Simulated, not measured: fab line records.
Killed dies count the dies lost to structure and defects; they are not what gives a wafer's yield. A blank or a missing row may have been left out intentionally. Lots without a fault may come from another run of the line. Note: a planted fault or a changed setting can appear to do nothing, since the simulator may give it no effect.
A struck lot beside a sound one / flow sfq-line / 13 steps out of a route of 325
Sound: the wafers L928.3, L928.4, L928.6. The struck wafers were L945.1, L945.2, L945.4. The cause is given at the end.
Per side, at each step with rows, come the tool, then ch with its chambers, and then its first start. Under that, the readings that differ: sound wafers / struck wafers / difference of the means / sigmas: that difference in standard deviations of wafers without a fault.
alike: a reading whose means differ by less than 2 such deviations, as well as words and numbers matching on both sides. not compared: withheld readings; readings where some wafer has no value; bounds like >300 that might hide an equal value; numbers whose values overlap and for which the record gives no deviation.
Wherever a step has rows on one side only, a row that says differs or no value, or a row with sigmas, the two part there. When numbers do not overlap yet have no deviation, they are printed without sigmas and do not part them. A reading missing from all wafers of one side parts the sides only when that side holds two or more wafers.

first, 1 step without rows for these wafers: SFQ_TRILAYER_M6_DEP_PRE_CLEAN_158 (time 22.5 s).
SFQ_TRILAYER_M6_DEP_SPUTTER_157: material Nb, target thk 200 nm, time 133.3 s.
  struck on pvd-sputter-06, day 79 14:04; sound on pvd-sputter-03, day 68 17:09
  alike: base-pressure-pa, throttle-valve-pct
SFQ_M6_RS_MEAS_938: measures by four-point-probe.
  struck on film-metro-04, day 79 14:10; sound on film-metro-04, day 68 17:17
  alike: M6_NB_RS
then, 6 steps without rows for these wafers: SFQ_TRILAYER_M6_LITHO_COAT_164 (resist thk 62 nm); SFQ_TRILAYER_M6_LITHO_COAT_159 (resist thk 600 nm); SFQ_TRILAYER_M6_LITHO_SOFTBAKE_163; SFQ_TRILAYER_M6_LITHO_EXPOSE_160 (exposes mask M6, target cd 500 nm); SFQ_TRILAYER_M6_LITHO_PEB_162 (peb time 58.65 s); SFQ_TRILAYER_M6_LITHO_DEVELOP_161 (time 60 s).
-- the record jumps here: 4 days lie between the struck wafers' starts before and after --
SFQ_M6_OVL_MEAS_940:
  struck on overlay-01, day 83 16:05; sound on overlay-01, day 73 21:51
  alike: M6_OVL
SFQ_TRILAYER_M6_BARC_OPEN_METAL_ETCH_206: etches BARC in O2, target depth 125 nm, time 41.7 s.
  sound on rie-metal-03 ch 0,1, day 73 21:53; struck on rie-metal-04 ch 0,1, day 83 16:08
  alike: bias-w, drypump-motor-current-A, oes-product-au
  not compared: rf-hours-counter-h
SFQ_TRILAYER_M6_ETCH_METAL_ETCH_162: etches Nb in Cl2/Ar, stops on SiO2, target depth 240 nm, time 120 s.
  sound on rie-metal-03 ch 0,1, day 73 21:58; struck on rie-metal-04 ch 0,1, day 83 16:11
reading=bias-w (W); sound=80.62 79.84 79.73; struck=97.48 97.70 98.03; difference=+17.67; sigmas=+71
reading=model.KrF_of_TRILAYER_M6_LITHO_COAT_159.thk-nm (nm); sound=381 379.4 379.2; struck=369.7 370.2 367.9; difference=-10.6; sigmas=
reading=model.SiO2_of_TRILAYER_A5C_DEP_PECVD_142.thk-nm (nm); sound=61.41 62.85 62.2; struck=60.96 59.98 60.99; difference=-1.51; sigmas=
  alike: drypump-motor-current-A, oes-product-au
  not compared: rf-hours-counter-h
SFQ_TRILAYER_M6_STRIP_STRIP_163: strips in O2.
  sound on rie-metal-03 ch 0,1, day 73 22:15; struck on rie-metal-04 ch 0,1, day 83 16:19
  alike: drypump-motor-current-A, oes-product-au
  not compared: rf-hours-counter-h

== WHERE THEY PART ==
Within this record, at SFQ_TRILAYER_M6_ETCH_METAL_ETCH_162 only. Later steps at which nothing parts them and some readings are alike: SFQ_TRILAYER_M6_STRIP_STRIP_163.

WHY: whatever the simulator had introduced
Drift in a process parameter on rie-metal-04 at SFQ_TRILAYER_M6_ETCH_METAL_ETCH_162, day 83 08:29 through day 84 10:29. Setting bias-w, moved by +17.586, from 80. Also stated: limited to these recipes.
